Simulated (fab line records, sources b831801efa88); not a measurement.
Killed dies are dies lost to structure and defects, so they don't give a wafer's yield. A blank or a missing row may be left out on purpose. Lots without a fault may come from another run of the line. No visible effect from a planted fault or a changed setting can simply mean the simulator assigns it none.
fab line records ; flow sky130
record lots=14; wafers=42; last-day=50
route steps=708 shown CAPM@549 METAL3@566 VIA3@582
lots that met no fault: taken from a fault-free run of the same line
start-h: hours from the record's first day to the start of the lot's first wafer shown ; wait-h: hours elapsed since this lot's preceding step ; " the same as in the row above ; L1.1+2: one row covering several wafers at once ; - no value, or no start given ; * or withheld: withheld ; < > ~ a bound
route shown NAME@n: names a module that has steps shown in the file, with the first one's number in the route ; usual: the fault-free wafers' mean and standard deviation ; same: alike in all rows ; chamber/n: place in a boat ; sites: readings site by site ; _std_site: standard deviation across them ; _edge_site: mean of outer sites minus mean of inner sites ; radius-mm: for every site, how far away it sits from the centre of the wafer ; mask NAME#n: copy n ; behind: the tool/chamber that last shaped the wafer ; hold: reason for holding the lot/hours on hold/outcome of the hold ; device: the transistor (n, p or np) that didn't switch ; end of line: the tests these same wafers got at the end of their route ; a step given without rows: its recipe and nothing more ; killed: count of dies lost to structure and defects at first sort (not the wafer's yield) ; map: a wafer's dies, marking killed ones x, the rest . and places with no die _
set.NAME: the setting as run; set.NAME@STEP: as run at that earlier step ; model.NAME: the simulator's own value behind a step, which no gauge read
route steps across a sampled set of lots; one table per step, one row per wafer
services: the hour from which a tool's chamber was out of use, counted from the record's first day as start-h (under 0 if before that day), plus the number of hours and why
## steps
# step SKY_CAPM_OVL_MEAS_12
# usual CAPM_OVL=0.6/1.2
lot.wafer;tool;chamber;start-h;wait-h;CAPM_OVL[nm]
L573.1;overlay-01;-;875.65;0.1;-0.2
L573.4;overlay-01;-;875.65;0.1;-0.4
L573.5;overlay-01;-;875.65;0.1;-0.4
L574.3;overlay-02;-;878.01;0.1;1.1
L574.4;overlay-02;-;878.01;0.1;0.0
L574.5;overlay-02;-;878.01;0.1;-0.8
L575.3;overlay-01;-;893.25;0.1;0.3
L575.4;overlay-01;-;893.25;0.1;0.6
L575.6;overlay-01;-;893.25;0.1;0.4
L577.2;overlay-01;-;907.10;0.1;-0.7
L577.4;overlay-01;-;907.10;0.1;-0.2
L577.6;overlay-01;-;907.10;0.1;-0.9
L578.2;overlay-02;-;908.60;0.1;0.4
L578.4;overlay-02;-;908.60;0.1;-0.4
L578.5;overlay-02;-;908.60;0.1;0.8
L580.1;overlay-02;-;930.75;0.1;1.7
L580.2;overlay-02;-;930.75;0.1;3.0
L580.6;overlay-02;-;930.75;0.1;1.2
L581.1;overlay-01;-;935.14;0.1;-0.5
L581.4;overlay-01;-;935.14;0.1;0.4
L581.6;overlay-01;-;935.14;0.1;0.9
L582.1;overlay-02;-;942.09;0.1;1.1
L582.3;overlay-02;-;942.09;0.1;1.3
L582.5;overlay-02;-;942.09;0.1;1.2
L583.1;overlay-01;-;948.00;0.1;0.0
L583.5;overlay-01;-;948.00;0.1;1.0
L583.6;overlay-01;-;948.00;0.1;-0.5
L592.2;overlay-01;-;1012.31;0.1;0.6
L592.3;overlay-01;-;1012.31;0.1;1.1
L592.5;overlay-01;-;1012.31;0.1;1.6
L593.1;overlay-02;-;1018.70;0.1;1.6
L593.2;overlay-02;-;1018.70;0.1;2.3
L593.4;overlay-02;-;1018.70;0.1;2.8
L594.4;overlay-02;-;1026.00;0.1;0.4
L594.5;overlay-02;-;1026.00;0.1;2.2
L594.6;overlay-02;-;1026.00;0.1;-0.3
L595.2;overlay-02;-;1032.79;0.1;1.5
L595.4;overlay-02;-;1032.79;0.1;2.4
L595.6;overlay-02;-;1032.79;0.1;1.5
L596.1;overlay-01;-;1042.00;0.1;1.0
L596.4;overlay-01;-;1042.00;0.1;1.1
L596.5;overlay-01;-;1042.00;0.1;0.1
# step SKY_METAL3_ETCH_16
# recipe chemistry=N2/H2; target=BARC; ion-energy-ev=200; bias-w=100; pressure-mtorr=30; n2-flow-sccm=100; h2-flow-sccm=200; icp-w=500; stop-on=SiO2; time-s=88.2; target-depth-a=600
# usual bias-w=100.0/0.32; chamber-pressure-mTorr=30.004/0.025; drypump-motor-current-A=5.76/0.21; oes-product-au=0.626/0.0052; throttle-valve-pct=13.205/0.0086
# same time-s=88.2
lot.wafer;tool;chamber;start-h;wait-h;bias-w;chamber-pressure-mTorr;drypump-motor-current-A;oes-product-au;rf-hours-counter-h;throttle-valve-pct
L573.1;rie-metal-01;1;902.23;0.0;99.9;29.981;5.56;0.615;17;13.211
L573.4;rie-metal-01;1;902.23;0.0;99.9;29.960;5.58;0.630;-;13.199
L573.5;rie-metal-01;0;902.23;0.0;100.8;30.021;5.89;0.630;-;13.213
L574.3;rie-metal-03;0;903.87;0.0;100.5;29.979;5.86;0.630;-;13.194
L574.4;rie-metal-03;1;903.87;0.0;100.4;29.977;5.79;0.623;-;13.213
L574.5;rie-metal-03;0;903.87;0.0;100.2;29.977;5.86;0.621;-;13.205
L575.3;rie-metal-03;1;919.50;0.0;99.9;30.025;5.80;0.627;-;13.196
L575.4;rie-metal-03;0;919.50;0.0;99.9;29.991;5.81;0.622;-;13.205
L575.6;rie-metal-03;0;919.50;0.0;100.5;30.016;5.83;0.628;-;13.227
L577.2;rie-metal-03;0;932.87;0.0;99.6;29.989;5.82;0.619;1;13.193
L577.4;rie-metal-03;0;932.87;0.0;99.7;30.034;5.83;0.631;-;13.203
L577.6;rie-metal-03;0;932.87;0.0;99.7;29.981;5.82;0.622;-;13.216
L578.2;rie-metal-03;1;933.82;0.0;99.6;30.003;5.81;0.616;17;13.201
L578.4;rie-metal-03;1;933.82;0.0;100.0;29.975;5.80;0.621;-;13.214
L578.5;rie-metal-03;0;933.82;0.0;99.9;29.959;5.88;0.616;-;13.199
L580.1;rie-metal-04;0;955.93;0.0;99.9;30.037;5.99;0.633;2;13.206
L580.2;rie-metal-04;1;955.93;0.0;99.8;30.030;5.11;0.626;20;13.205
L580.6;rie-metal-04;0;955.93;0.0;101.0;30.008;6.01;0.627;-;13.201
L581.1;rie-metal-01;0;959.98;0.0;100.0;30.072;5.89;0.635;9;13.207
L581.4;rie-metal-01;1;959.98;0.0;100.3;29.998;5.56;0.621;-;13.202
L581.6;rie-metal-01;1;959.98;0.0;99.9;30.055;5.56;0.631;-;13.193
L582.1;rie-metal-03;1;967.19;0.0;99.8;30.021;5.79;0.621;19;13.203
L582.3;rie-metal-03;1;967.19;0.0;100.4;30.027;5.80;0.612;-;13.214
L582.5;rie-metal-03;1;967.19;0.0;100.0;29.987;5.80;0.623;-;13.191
L583.1;rie-metal-01;1;972.37;0.0;99.9;30.018;5.56;0.625;2;13.203
L583.5;rie-metal-01;1;972.37;0.0;100.2;30.002;5.59;0.627;-;13.197
L583.6;rie-metal-01;0;972.37;0.0;100.4;30.031;5.89;0.629;-;13.197
L592.2;rie-metal-04;0;1036.04;0.0;100.3;30.001;6.03;0.628;8;13.202
L592.3;rie-metal-04;1;1036.04;0.0;99.3;29.964;5.15;0.629;-;13.207
L592.5;rie-metal-04;0;1036.04;0.0;100.6;30.017;6.01;0.622;-;13.201
L593.1;rie-metal-01;1;1042.48;0.0;100.1;30.015;5.57;0.626;6;13.197
L593.2;rie-metal-01;0;1042.48;0.0;100.1;30.011;5.88;0.631;13;13.217
L593.4;rie-metal-01;0;1042.48;0.0;99.8;29.994;5.88;0.629;-;13.217
L594.4;rie-metal-01;0;1049.42;0.0;99.8;30.000;5.89;0.623;-;13.204
L594.5;rie-metal-01;0;1049.42;0.0;100.0;29.991;5.88;0.631;-;13.212
L594.6;rie-metal-01;1;1049.42;0.0;99.4;29.979;5.60;0.625;-;13.203
L595.2;rie-metal-03;0;1056.43;0.0;99.8;30.024;5.87;0.620;9;13.210
L595.4;rie-metal-03;1;1056.43;0.0;99.8;30.034;5.80;0.623;-;13.197
L595.6;rie-metal-03;0;1056.43;0.0;99.4;30.011;5.85;0.619;-;13.204
L596.1;rie-metal-01;1;1064.63;0.0;100.0;29.987;5.56;0.632;8;13.209
L596.4;rie-metal-01;1;1064.63;0.0;99.9;30.038;5.55;0.634;-;13.214
L596.5;rie-metal-01;1;1064.63;0.0;99.7;30.024;5.58;0.632;-;13.202
# step SKY_VIA3_EXPOSE_09
# recipe mask-id=VIM3; na=0.8; source-shape=annular; sigma-inner=0.55; sigma-outer=0.85; target-cd-nm=200; dose-mj=38
lot.wafer;tool;chamber;start-h;wait-h;mask
L573.1+4+5;krf-scanner-01;0;916.30;-;VIM3#0
L574.3+4+5;krf-scanner-02;0;918.02;-;VIM3#0
L575.3+4+6;krf-scanner-02;0;935.12;-;VIM3#0
L577.2+4+6;krf-scanner-02;0;946.12;-;VIM3#0
L578.2+4+5;krf-scanner-02;0;947.72;-;VIM3#0
L580.1+2+6;krf-scanner-02;0;969.60;-;VIM3#0
L581.1+4+6;krf-scanner-02;0;973.93;-;VIM3#0
L582.1+3+5;krf-scanner-02;0;980.99;-;VIM3#0
L583.1+5+6;krf-scanner-02;0;985.28;-;VIM3#0
L592.2+3+5;krf-scanner-02;0;1049.35;-;VIM3#0
L593.1+2+4;krf-scanner-02;0;1054.99;-;VIM3#0
L594.4+5+6;krf-scanner-01;0;1061.67;-;VIM3#0
L595.2+4+6;krf-scanner-01;0;1069.10;-;VIM3#0
L596.1+4+5;krf-scanner-01;0;1076.89;-;VIM3#0
# step SKY_VIA3_CD_MEAS_12
# recipe target-cd-nm=200
# usual cd-nm=200.1/1.8
lot.wafer;tool;chamber;start-h;wait-h;cd-nm
L573.1;cd-sem-02;-;928.59;-;200.9
L573.4;cd-sem-02;-;928.59;-;201.6
L573.5;cd-sem-02;-;928.59;-;201.3
L574.3;cd-sem-01;-;929.89;-;199.6
L574.4;cd-sem-01;-;929.89;-;200.7
L574.5;cd-sem-01;-;929.89;-;201.2
L575.3;cd-sem-01;-;947.22;-;203.5
L575.4;cd-sem-01;-;947.22;-;203.4
L575.6;cd-sem-01;-;947.22;-;202.3
L577.2;cd-sem-01;-;958.06;-;199.1
L577.4;cd-sem-01;-;958.06;-;200.9
L577.6;cd-sem-01;-;958.06;-;201.4
L578.2;cd-sem-01;-;959.27;-;199.4
L578.4;cd-sem-01;-;959.27;-;200.0
L578.5;cd-sem-01;-;959.27;-;200.9
L580.1;cd-sem-02;-;981.03;-;202.8
L580.2;cd-sem-02;-;981.03;-;203.2
L580.6;cd-sem-02;-;981.03;-;202.3
L581.1;cd-sem-02;-;984.79;-;200.0
L581.4;cd-sem-02;-;984.79;-;200.4
L581.6;cd-sem-02;-;984.79;-;199.1
L582.1;cd-sem-02;-;992.90;-;201.8
L582.3;cd-sem-02;-;992.90;-;202.8
L582.5;cd-sem-02;-;992.90;-;201.6
L583.1;cd-sem-02;-;997.13;-;199.1
L583.5;cd-sem-02;-;997.13;-;198.6
L583.6;cd-sem-02;-;997.13;-;199.8
L592.2;cd-sem-01;-;1059.40;-;176.8
L592.3;cd-sem-01;-;1059.40;-;195.6
L592.5;cd-sem-01;-;1059.40;-;176.8
L593.1;cd-sem-01;-;1065.33;-;197.6
L593.2;cd-sem-01;-;1065.33;-;178.4
L593.4;cd-sem-01;-;1065.33;-;198.4
L594.4;cd-sem-01;-;1072.41;-;197.9
L594.5;cd-sem-01;-;1072.41;-;198.4
L594.6;cd-sem-01;-;1072.41;-;198.9
L595.2;cd-sem-01;-;1078.90;-;200.0
L595.4;cd-sem-01;-;1078.90;-;199.7
L595.6;cd-sem-01;-;1078.90;-;199.2
L596.1;cd-sem-02;-;1086.88;-;198.5
L596.4;cd-sem-02;-;1086.88;-;199.7
L596.5;cd-sem-02;-;1086.88;-;198.6
# step SKY_VIA3_ETCH_15
# recipe target=SiO2; chemistry=C4F8/O2/Ar; target-depth-nm=507; stop-on=TiN; mask-material=KrF-thick; source-w=1500; bias-w=1200; pressure-mtorr=40; c4f8-flow-sccm=withheld; O2_flow_sccm=6; Ar_flow_sccm=300; time-s=78
# usual bias-w=1201/3.6; chamber-pressure-mTorr=40.00/0.038; oes-product-au=0.946/0.0047
# same time-s=78
lot.wafer;tool;chamber;start-h;wait-h;bias-w;chamber-pressure-mTorr;oes-product-au;rf-hours-counter-h
L573.1;rie-diel-03;1;928.78;0.0;1196;40.02;0.952;14
L573.4;rie-diel-03;2;928.78;0.0;1199;40.05;0.949;6
L573.5;rie-diel-03;3;928.78;0.0;1203;40.01;0.955;-
L574.3;rie-diel-02;1;930.05;0.0;1203;39.98;0.952;13
L574.4;rie-diel-02;2;930.05;0.0;1202;40.02;0.946;20
L574.5;rie-diel-02;1;930.05;0.0;1205;40.02;0.950;-
L575.3;rie-diel-03;2;947.38;0.0;1205;39.97;0.941;6
L575.4;rie-diel-03;0;947.38;0.0;1201;39.98;0.951;12
L575.6;rie-diel-03;3;947.38;0.0;1203;40.02;0.949;-
L577.2;rie-diel-01;3;958.23;0.0;1205;39.96;0.942;13
L577.4;rie-diel-01;1;958.23;0.0;1195;39.97;0.945;30
L577.6;rie-diel-01;2;958.23;0.0;1205;39.92;0.946;-
L578.2;rie-diel-01;2;959.45;0.0;1204;39.98;0.941;26
L578.4;rie-diel-01;1;959.45;0.0;1200;40.03;0.953;30
L578.5;rie-diel-01;3;959.45;0.0;1200;40.01;0.948;-
L580.1;rie-diel-03;3;981.23;0.0;1198;40.01;0.945;22
L580.2;rie-diel-03;1;981.23;0.0;1196;39.99;0.942;16
L580.6;rie-diel-03;1;981.23;0.0;1196;40.03;0.945;-
L581.1;rie-diel-02;2;984.98;0.0;1203;40.06;0.950;22
L581.4;rie-diel-02;3;984.98;0.0;1210;39.96;0.952;-
L581.6;rie-diel-02;2;984.98;0.0;1203;39.98;0.938;-
L582.1;rie-diel-03;0;993.10;0.0;1198;39.98;0.950;14
L582.3;rie-diel-03;3;993.10;0.0;1202;40.02;0.956;22
L582.5;rie-diel-03;1;993.10;0.0;1197;40.02;0.953;-
L583.1;rie-diel-02;3;997.33;0.0;1201;40.00;0.945;8
L583.5;rie-diel-02;0;997.33;0.0;1197;39.92;0.951;-
L583.6;rie-diel-02;3;997.33;0.0;1195;40.02;0.952;-
L592.2;rie-diel-03;1;1059.58;0.0;1207;39.93;0.933;18
L592.3;rie-diel-03;2;1059.58;0.0;1196;40.01;0.947;10
L592.5;rie-diel-03;2;1059.58;0.0;1201;40.01;0.945;-
L593.1;rie-diel-03;3;1065.53;0.0;1194;40.07;0.942;24
L593.2;rie-diel-03;0;1065.53;0.0;1203;40.10;0.945;16
L593.4;rie-diel-03;1;1065.53;0.0;1202;39.95;0.948;19
L594.4;rie-diel-02;2;1072.55;0.0;1205;39.98;0.948;25
L594.5;rie-diel-02;0;1072.55;0.0;1204;40.02;0.938;-
L594.6;rie-diel-02;1;1072.55;0.0;1197;40.05;0.948;-
L595.2;rie-diel-03;2;1079.08;0.0;1204;39.88;0.944;11
L595.4;rie-diel-03;1;1079.08;0.0;1202;40.01;0.936;19
L595.6;rie-diel-03;0;1079.08;0.0;1198;40.00;0.948;-
L596.1;rie-diel-03;1;1087.08;0.0;1201;39.98;0.947;19
L596.4;rie-diel-03;3;1087.08;0.0;1203;40.01;0.947;-
L596.5;rie-diel-03;0;1087.08;0.0;1198;40.00;0.944;-
## services
tool;chamber;start-h;hours;kind
krf-scanner-02;-;878.49;1.4;repair
rie-metal-01;-;888.76;1.3;repair
krf-scanner-01;-;898.70;6.3;repair
rie-diel-03;-;899.05;14.6;pm
krf-scanner-01;-;911.71;3.6;pm
krf-scanner-01;-;916.74;22.7;repair
rie-diel-03;3;917.58;10.7;repair
rie-diel-03;1;923.96;3.2;repair
rie-diel-03;-;925.28;1.8;repair
krf-scanner-02;-;932.64;2.4;repair
rie-diel-02;0;946.22;1.4;repair
rie-diel-02;0;950.05;39.6;repair
krf-scanner-01;-;958.90;4.0;pm
krf-scanner-01;-;971.22;0.8;pm
krf-scanner-02;-;982.98;0.8;pm
krf-scanner-01;-;985.75;1.0;pm
rie-metal-03;-;987.69;4.4;repair
krf-scanner-02;-;1001.33;1.0;pm
rie-diel-02;-;1013.74;1.7;repair
rie-diel-03;3;1026.82;2.6;repair
krf-scanner-02;-;1035.40;3.6;pm
krf-scanner-02;-;1052.70;1.3;pm
krf-scanner-02;-;1082.35;4.0;pm
rie-diel-03;2;1084.70;4.6;repair
## key
first-sign step=SKY_VIA3_CD_MEAS_12; reading=cd-nm; direction=down; sigmas=13; usual=200.1; struck=177.3
effect none on later readings
met-at SKY_VIA3_EXPOSE_09
struck-lots L592,L593
struck-wafers L592.2,L592.5,L593.2
sort-left-out L593.2
not-acting-at SKY_CAPM_OVL_MEAS_12,SKY_METAL3_ETCH_16,SKY_VIA3_ETCH_15
onset-between 985.28 1049.35
fault kind=process-parameter-drift; tool=krf-scanner-02; chamber=-; onset-h=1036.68; steps=SKY_VIA3_EXPOSE_09; channel=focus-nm; offset=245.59; shape=step; end-h=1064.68; scope=struck-wafers-only
# sort-left-out: the simulated sort isn't trusted on such a fault, so these wafers' sort isn't shown, and their yield isn't known
